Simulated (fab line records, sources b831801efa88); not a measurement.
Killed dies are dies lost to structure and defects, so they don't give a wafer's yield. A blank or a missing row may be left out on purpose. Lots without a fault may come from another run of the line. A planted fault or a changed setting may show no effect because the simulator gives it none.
Which tool did it? | flow gf180mcu | 11 lots, 32 wafers sampled, at 6 steps of a route of 602

WHAT THE GAUGES READ, wafer by wafer
GF_M4_CD_MEAS_14: target cd 280 nm.
lot  | measured     | on        | cd_nm (nm)
L805 | day 23 06:16 | cd_sem-02 | 280.4 280.4 278.9
L809 | day 24 23:43 | cd_sem-01 | 279.2 279.2 279.8
L812 | day 26 00:23 | cd_sem-01 | 279.8 279.5
L817 | day 27 20:14 | cd_sem-01 | 277.8 278.5 278.7
L819 | day 28 16:25 | cd_sem-02 | 278.4 278.2 278.6
L821 | day 29 05:01 | cd_sem-02 | 280.7 280.4 280.2
L822 | day 29 10:38 | cd_sem-02 | 282.1 281.5 281.2
L823 | day 29 18:59 | cd_sem-01 | 279.7 278.8 278.9
L824 | day 30 01:17 | cd_sem-01 | 280.1 279.5 281.0
L825 | day 30 06:06 | cd_sem-02 | 278.4 279.6 278.2
L826 | day 30 09:32 | cd_sem-01 | 279.2 279.3 279.8

GF_V4_CD_MEAS_14: target cd 260 nm.
lot  | measured     | on        | cd_nm (nm)
L805 | day 24 06:28 | cd_sem-02 | 260.4 260.7 261.1
L809 | day 25 23:17 | cd_sem-01 | 259.1 260.6 260.1
L812 | day 26 22:35 | cd_sem-01 | 260.1 260.5
L817 | day 28 17:42 | cd_sem-02 | 260.3 259.6 260.0
L819 | day 29 12:17 | cd_sem-02 | 261.1 260.3 259.7
L821 | day 30 01:55 | cd_sem-01 | 260.4 259.4 260.5
L822 | day 30 06:17 | cd_sem-01 | 261.2 260.2 259.9
L823 | day 30 14:26 | cd_sem-02 | 258.0 258.4 257.0
L824 | day 30 20:35 | cd_sem-02 | 260.2 259.8 259.4
L825 | day 31 01:41 | cd_sem-02 | 261.7 263.3 262.1
L826 | day 31 04:22 | cd_sem-01 | 258.1 258.1 259.1

GF_MIM_RS_MEAS_10: measures by four-point-probe.
lot  | measured     | on            | MIM_ALCU_RS (ohm/sq)
L805 | day 24 08:29 | film_metro-03 | 0.1658 0.1655 0.1641
L809 | day 26 01:19 | film_metro-02 | 0.1608 0.1444 0.1428
L812 | day 27 00:31 | film_metro-03 | 0.1592 0.1425
L817 | day 28 19:40 | film_metro-01 | 0.1598 0.1600 0.1599
L819 | day 29 14:18 | film_metro-01 | 0.1576 0.1594 0.1577
L821 | day 30 03:50 | film_metro-01 | 0.1627 0.1620 0.1610
L822 | day 30 08:26 | film_metro-01 | 0.1605 0.1612 0.1615
L823 | day 30 16:23 | film_metro-03 | 0.1592 0.1599 0.1600
L824 | day 30 22:33 | film_metro-01 | 0.1598 0.1601 0.1591
L825 | day 31 03:38 | film_metro-02 | 0.1618 0.1623 0.1625
L826 | day 31 06:22 | film_metro-02 | 0.1589 0.1599 0.1600

GF_MIM_THK_MEAS_11: measures by xrf.
lot  | measured     | on            | MIM_ALCU_THK (nm)
L805 | day 24 08:36 | film_metro-03 | 191.5 191.5 193.3
L809 | day 26 01:26 | film_metro-02 | 199.4 219.6 222.4
L812 | day 27 00:38 | film_metro-03 | 199.2 220.8
L817 | day 28 19:46 | film_metro-01 | 197.5 198.2 197.2
L819 | day 29 14:24 | film_metro-01 | 201.4 200.0 201.7
L821 | day 30 03:56 | film_metro-01 | 194.9 194.8 197.2
L822 | day 30 08:33 | film_metro-01 | 198.4 196.3 197.1
L823 | day 30 16:30 | film_metro-03 | 198.5 197.7 199.0
L824 | day 30 22:38 | film_metro-01 | 198.9 198.3 198.6
L825 | day 31 03:44 | film_metro-02 | 195.2 196.7 194.5
L826 | day 31 06:29 | film_metro-02 | 199.8 199.0 198.9

WHICH TOOL RAN EACH LOT (tool, then ch and the chambers of the sampled wafers, then the start)
lot  | GF_V4_ETCH_17                                 | GF_MIM_SPUTTER_08
L805 | rie_diel-02 ch 1,3, day 24 08:25 or earlier   | pvd_sputter-03, day 24 08:25
L809 | rie_diel-04 ch 1,2, day 26 01:15 or earlier   | pvd_sputter-03, day 26 01:15
L812 | rie_diel-04 ch 2,3, day 27 00:28 or earlier   | pvd_sputter-03, day 27 00:28
L817 | rie_diel-01 ch 0,1,3, day 28 19:34 or earlier | pvd_sputter-04, day 28 19:34
L819 | rie_diel-02 ch 0,2,3, day 29 14:13 or earlier | pvd_sputter-04, day 29 14:13
L821 | rie_diel-01 ch 0,1, day 30 03:45 or earlier   | pvd_sputter-03, day 30 03:45
L822 | rie_diel-01 ch 0,2, day 30 08:22 or earlier   | pvd_sputter-02, day 30 08:22
L823 | rie_diel-04 ch 0,1,2, day 30 16:19 or earlier | pvd_sputter-02, day 30 16:19
L824 | rie_diel-01 ch 1,2, day 30 22:26 or earlier   | pvd_sputter-04, day 30 22:26
L825 | rie_diel-02 ch 0,1,2, day 31 03:32 or earlier | pvd_sputter-03, day 31 03:32
L826 | rie_diel-02 ch 2,3, day 31 06:18 or earlier   | pvd_sputter-03, day 31 06:18
- GF_V4_ETCH_17: etches SiO2 in C4F8/O2/Ar, stops on TiN, target depth 630 nm.
- GF_MIM_SPUTTER_08: material AlCu, target thk 200 nm, time 10.6 s.

WHAT THE TOOLS THEMSELVES READ (means of the sampled wafers that have a number; where no wafer has one, the mark that the record gives instead)
GF_V4_ETCH_17.
lot  | tool        | oes_product_au (a.u.)
L805 | rie_diel-02 | 0.852
L809 | rie_diel-04 | 0.854
L812 | rie_diel-04 | 0.850
L817 | rie_diel-01 | 0.859
L819 | rie_diel-02 | 0.856
L821 | rie_diel-01 | 0.855
L822 | rie_diel-01 | 0.854
L823 | rie_diel-04 | 0.856
L824 | rie_diel-01 | 0.858
L825 | rie_diel-02 | 0.856
L826 | rie_diel-02 | 0.858

GF_MIM_SPUTTER_08.
lot  | tool           | chamber_pressure_pa (Pa) | throttle_valve_pct (%)
L805 | pvd_sputter-03 | 0.4002                   | 30.7
L809 | pvd_sputter-03 | 0.4007                   | 30.8
L812 | pvd_sputter-03 | 0.3987                   | 29.3
L817 | pvd_sputter-04 | 0.3990                   | 29.5
L819 | pvd_sputter-04 | 0.4000                   | 30.2
L821 | pvd_sputter-03 | 0.4008                   | 31.2
L822 | pvd_sputter-02 | 0.3988                   | 29.8
L823 | pvd_sputter-02 | 0.4003                   | 29.4
L824 | pvd_sputter-04 | 0.4002                   | 29.6
L825 | pvd_sputter-03 | 0.3997                   | 30.0
L826 | pvd_sputter-03 | 0.4004                   | 31.2

THE ANSWER, worked out from the rows above alone
Rule: what is usual is taken from the lots themselves. Put in order of their means at a reading, lots are off if they are a third of the lots or fewer, leave a main group of 4 or more, and stand apart from it by a gap of 3 or more times the standard deviation of the main group's means; of several such gaps the widest counts. A main group whose means are all the same, to the digits that the tables above print for the reading, isn't used. A lot without any number at a reading at which 4 lots or more have one is off too. The other lots that the step has rows for count as sound. The gauges are gone through in route order, then the tools' own readings, and for those a lot's mean is taken as printed above. The first step at which some lot is off is used, and at that step the reading that is off furthest; a lot without a number counts as furthest.
Off: L809, L812, at GF_MIM_RS_MEAS_10 (MIM_ALCU_RS). The main group: mean 0.1608 ohm/sq, standard deviation 0.0019.
A tool fits if, at a process step before that reading, it ran every lot that is off, and no sound lot after the first of them. The gauges at GF_MIM_RS_MEAS_10 are tried like those tools. GF_V4_ETCH_17 gives no start for some lots, so the hours and the order of its lots are those of GF_MIM_SPUTTER_08. None of those tried fits.

WHAT THE SIMULATOR HAD PUT IN
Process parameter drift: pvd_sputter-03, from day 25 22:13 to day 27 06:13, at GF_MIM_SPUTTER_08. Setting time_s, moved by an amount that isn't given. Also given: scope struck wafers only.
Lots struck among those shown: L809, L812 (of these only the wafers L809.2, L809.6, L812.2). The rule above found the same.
